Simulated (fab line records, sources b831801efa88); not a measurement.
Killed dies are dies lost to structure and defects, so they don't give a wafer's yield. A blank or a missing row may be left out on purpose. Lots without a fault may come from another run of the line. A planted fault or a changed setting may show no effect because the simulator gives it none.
Which tool did it? | flow gf180mcu | 12 lots, 35 wafers sampled, at 5 steps of a route of 602

WHAT THE GAUGES READ, wafer by wafer
GF_M3_RS_MEAS_05: measures by four-point-probe.
lot  | measured     | on            | M3_ALCU_RS (ohm/sq)
L560 | day 20 04:29 | film_metro-03 | 0.0706 0.0707
L561 | day 20 10:10 | film_metro-02 | 0.0696 0.0710 0.0700
L566 | day 22 12:18 | film_metro-03 | 0.0673 0.0681 0.0682
L567 | day 23 03:31 | film_metro-03 | 0.0691 0.0682 0.0680
L572 | day 24 20:10 | film_metro-02 | 0.0704 0.0691 0.0705
L574 | day 25 06:55 | film_metro-02 | 0.0709 0.0715 0.0711
L575 | day 25 14:05 | film_metro-02 | 0.0703 0.0710 0.0701
L576 | day 25 22:27 | film_metro-01 | 0.0717 0.0716 0.0709
L578 | day 26 07:32 | film_metro-03 | 0.0680 0.0676 0.0684
L581 | day 27 16:59 | film_metro-01 | 0.0691 0.0690 0.0690
L582 | day 28 02:23 | film_metro-02 | 0.0698 0.0707 0.0701
L583 | day 28 03:46 | film_metro-03 | 0.0695 0.0702 0.0701

GF_V3_THK_MEAS_03.
lot  | measured     | on            | V3_CVD_02_THK (nm)
L560 | day 21 05:49 | film_metro-04 | 817 863
L561 | day 21 10:56 | film_metro-03 | 836 839 858
L566 | day 23 12:19 | film_metro-03 | 837 980 853
L567 | day 24 03:13 | film_metro-04 | 841 849 1001
L572 | day 25 17:56 | film_metro-02 | 854 836 863
L574 | day 26 04:56 | film_metro-02 | 850 870 851
L575 | day 26 11:52 | film_metro-02 | 844 831 876
L576 | day 26 19:30 | film_metro-03 | 863 846 858
L578 | day 27 04:34 | film_metro-03 | 805 824 867
L581 | day 28 13:22 | film_metro-03 | 831 858 844
L582 | day 28 21:50 | film_metro-03 | 826 857 854
L583 | day 28 23:32 | film_metro-04 | 852 867 866

WHICH TOOL RAN EACH LOT (tool, then ch and the chambers of the sampled wafers, then the start)
lot  | GF_V2_ETCH_17                                 | GF_V2_CVD_23                  | GF_V3_CVD_02
L560 | rie_diel-01 ch 0,2, day 20 03:39 or earlier   | cvd_w-01 ch 0,1, day 20 03:39 | pecvd-02 ch 0,2, day 21 05:44
L561 | rie_diel-01 ch 0,1,2, day 20 09:20 or earlier | cvd_w-02 ch 0,1, day 20 09:20 | pecvd-02 ch 1,2, day 21 10:50
L566 | rie_diel-01 ch 0,2, day 22 11:14 or earlier   | cvd_w-01 ch 0,1, day 22 11:14 | pecvd-03 ch 0,2, day 23 12:14
L567 | rie_diel-01 ch 0,1,3, day 23 02:41 or earlier | cvd_w-01 ch 0,1, day 23 02:41 | pecvd-03 ch 0,1,2, day 24 03:10
L572 | rie_diel-04 ch 0,2, day 24 19:16 or earlier   | cvd_w-02 ch 0, day 24 19:16   | pecvd-02 ch 0,1, day 25 17:50
L574 | rie_diel-03 ch 2,3, day 25 06:06 or earlier   | cvd_w-01 ch 0,1, day 25 06:06 | pecvd-01 ch 0,2, day 26 04:51
L575 | rie_diel-04 ch 0,3, day 25 13:15 or earlier   | cvd_w-01 ch 1, day 25 13:15   | pecvd-01 ch 0,1,2, day 26 11:47
L576 | rie_diel-04 ch 0,2,3, day 25 21:37 or earlier | cvd_w-01 ch 0,1, day 25 21:37 | pecvd-01 ch 0,1,2, day 26 19:25
L578 | rie_diel-03 ch 1,2,3, day 26 06:43 or earlier | cvd_w-02 ch 0, day 26 06:43   | pecvd-02 ch 0,1,2, day 27 04:29
L581 | rie_diel-01 ch 0,1, day 27 16:09 or earlier   | cvd_w-01 ch 0,1, day 27 16:09 | pecvd-03 ch 0,1,2, day 28 13:17
L582 | rie_diel-01 ch 0,2, day 28 01:33 or earlier   | cvd_w-01 ch 0,1, day 28 01:33 | pecvd-01 ch 0,1,2, day 28 21:45
L583 | rie_diel-03 ch 2,3, day 28 02:58 or earlier   | cvd_w-01 ch 0, day 28 02:58   | pecvd-01 ch 0,1, day 28 23:28
- GF_V2_ETCH_17: etches SiO2 in C4F8/O2/Ar, stops on TiN, target depth 630 nm.
- GF_V2_CVD_23: deposits W, target thk 350 nm, time 104.94 s.
- GF_V3_CVD_02: deposits SiO2 from TEOS, target thk 850 nm, time 94.851 s.

WHAT THE TOOLS THEMSELVES READ (means of the sampled wafers that have a number; where no wafer has one, the mark that the record gives instead)
GF_V2_ETCH_17.
lot  | tool        | oes_product_au (a.u.)
L560 | rie_diel-01 | 0.853
L561 | rie_diel-01 | 0.859
L566 | rie_diel-01 | 0.860
L567 | rie_diel-01 | 0.859
L572 | rie_diel-04 | 0.860
L574 | rie_diel-03 | 0.853
L575 | rie_diel-04 | 0.855
L576 | rie_diel-04 | 0.856
L578 | rie_diel-03 | 0.854
L581 | rie_diel-01 | 0.856
L582 | rie_diel-01 | 0.858
L583 | rie_diel-03 | 0.854

GF_V2_CVD_23.
lot  | tool     | heater_power_w (W)
L560 | cvd_w-01 | 798
L561 | cvd_w-02 | 888
L566 | cvd_w-01 | 783
L567 | cvd_w-01 | 811
L572 | cvd_w-02 | 889
L574 | cvd_w-01 | 795
L575 | cvd_w-01 | 724
L576 | cvd_w-01 | 805
L578 | cvd_w-02 | 902
L581 | cvd_w-01 | 765
L582 | cvd_w-01 | 764
L583 | cvd_w-01 | 851

GF_V3_CVD_02.
lot  | tool     | heater_power_w (W)
L560 | pecvd-02 | 722
L561 | pecvd-02 | 586
L566 | pecvd-03 | 688
L567 | pecvd-03 | 663
L572 | pecvd-02 | 596
L574 | pecvd-01 | 544
L575 | pecvd-01 | 591
L576 | pecvd-01 | 575
L578 | pecvd-02 | 638
L581 | pecvd-03 | 703
L582 | pecvd-01 | 595
L583 | pecvd-01 | 617

THE ANSWER, worked out from the rows above alone
Rule: what is usual is taken from the lots themselves. Put in order of their means at a reading, lots are off if they are a third of the lots or fewer, leave a main group of 4 or more, and stand apart from it by a gap of 3 or more times the standard deviation of the main group's means; of several such gaps the widest counts. A main group whose means are all the same, to the digits that the tables above print for the reading, isn't used. A lot without any number at a reading at which 4 lots or more have one is off too. The other lots that the step has rows for count as sound. The gauges are gone through in route order, then the tools' own readings, and for those a lot's mean is taken as printed above. The first step at which some lot is off is used, and at that step the reading that is off furthest; a lot without a number counts as furthest.
Off: L566, L567, at GF_V3_THK_MEAS_03 (V3_CVD_02_THK). The main group: mean 848 nm, standard deviation 8.3.
A tool fits if, at a process step before that reading, it ran every lot that is off, and no sound lot after the first of them. The gauges at GF_V3_THK_MEAS_03 are tried like those tools. GF_V2_ETCH_17 gives no start for some lots, so the hours and the order of its lots are those of GF_V2_CVD_23. None of those tried fits.

WHAT THE SIMULATOR HAD PUT IN
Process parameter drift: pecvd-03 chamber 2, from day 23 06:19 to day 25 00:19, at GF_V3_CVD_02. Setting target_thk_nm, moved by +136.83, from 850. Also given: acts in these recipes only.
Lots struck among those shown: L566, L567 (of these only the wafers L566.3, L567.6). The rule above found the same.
